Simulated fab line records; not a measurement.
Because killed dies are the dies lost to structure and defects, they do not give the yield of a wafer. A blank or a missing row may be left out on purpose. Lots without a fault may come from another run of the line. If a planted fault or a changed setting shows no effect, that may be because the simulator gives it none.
Comparing a struck lot with a sound one :: flow gf180mcu :: 15 out of 602 route steps
Sound: these wafers, L679.2, L679.4, L679.5. Struck: wafers L684.1, L684.2, L684.5. The cause is named last.
For every step that has rows: the tool of each side, followed by ch and its chambers, followed by its first start. Under that, the readings that differ: sound wafers :: struck wafers :: difference of the means :: sigmas: that difference in standard deviations of wafers without a fault.
alike: readings with means less than 2 such deviations apart, plus words and numbers identical on both sides. not compared: withheld readings, readings lacking a value on some wafer, bounds such as >300 that could conceal the same value, and numbers that have no deviation in the record and whose values overlap.
The two part at a step that has a row with sigmas, a row that says differs or no value, or rows on one side only. When numbers do not overlap yet have no deviation, they are printed without sigmas and do not part them. Lack of a reading on every wafer of one side parts them only where that side has two or more wafers.

first, 2 steps without rows for these wafers: GF_DNWELL_DEVELOP_06 (develop time 60 s); GF_DNWELL_IMPLANT_07.
GF_DNWELL_STRIP_08: strips in O2/N2.
  sound on plasma asher-03 ch 0,1, day 3 01:37; struck on plasma asher-03 ch 0,1, day 4 01:43
  alike: drypump motor current A, heater power w, oes product au, strip time to endpoint s
  not compared: rf hours counter h
GF_DNWELL_TW_MEAS_09:
  struck on film metro-03, day 4 01:49; sound on film metro-01, day 3 01:44
  alike: DNWELL_TW
then, 7 steps without rows for these wafers: GF_NWELL_DEHYDRATE_00 (time 60 s); GF_NWELL_HMDS_01 (prime time 60 s); GF_NWELL_COAT_02 (resist thk 3000 nm); GF_NWELL_SOFTBAKE_03; GF_NWELL_EXPOSE_04 (exposes mask Nwell, target cd 860 nm); GF_NWELL_PEB_05; GF_NWELL_DEVELOP_06 (develop time 60 s).
GF_NWELL_OVL_MEAS_07:
  struck on overlay-01, day 4 15:08; sound on overlay-02, day 3 15:13
  alike: NWELL_OVL
GF_NWELL_IMPLANT_08:
  sound on implanter-03 ch 0, day 3 15:16; struck on implanter-04 ch 0, day 4 15:10
reading: beam energy keV
sound: 450.21 450.26 450.04
struck: 437.39 437.55 437.54
difference: -12.68
sigmas: -91

reading: model.implant.drp nm (nm)
sound: 123.9 123.9 123.9
struck: 122.2 122.2 122.2
difference: -1.7
sigmas: 
then, 2 steps without rows for these wafers: GF_NWELL_IMPLANT_09; GF_PASSIVATION_PROBE_99.

WHERE THEY PART
Only at GF_NWELL_IMPLANT_08, as far as this record shows.

WHY: what the simulator had put in
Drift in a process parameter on implanter-04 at GF_NWELL_IMPLANT_08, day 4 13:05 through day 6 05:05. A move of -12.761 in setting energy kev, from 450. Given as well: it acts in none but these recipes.
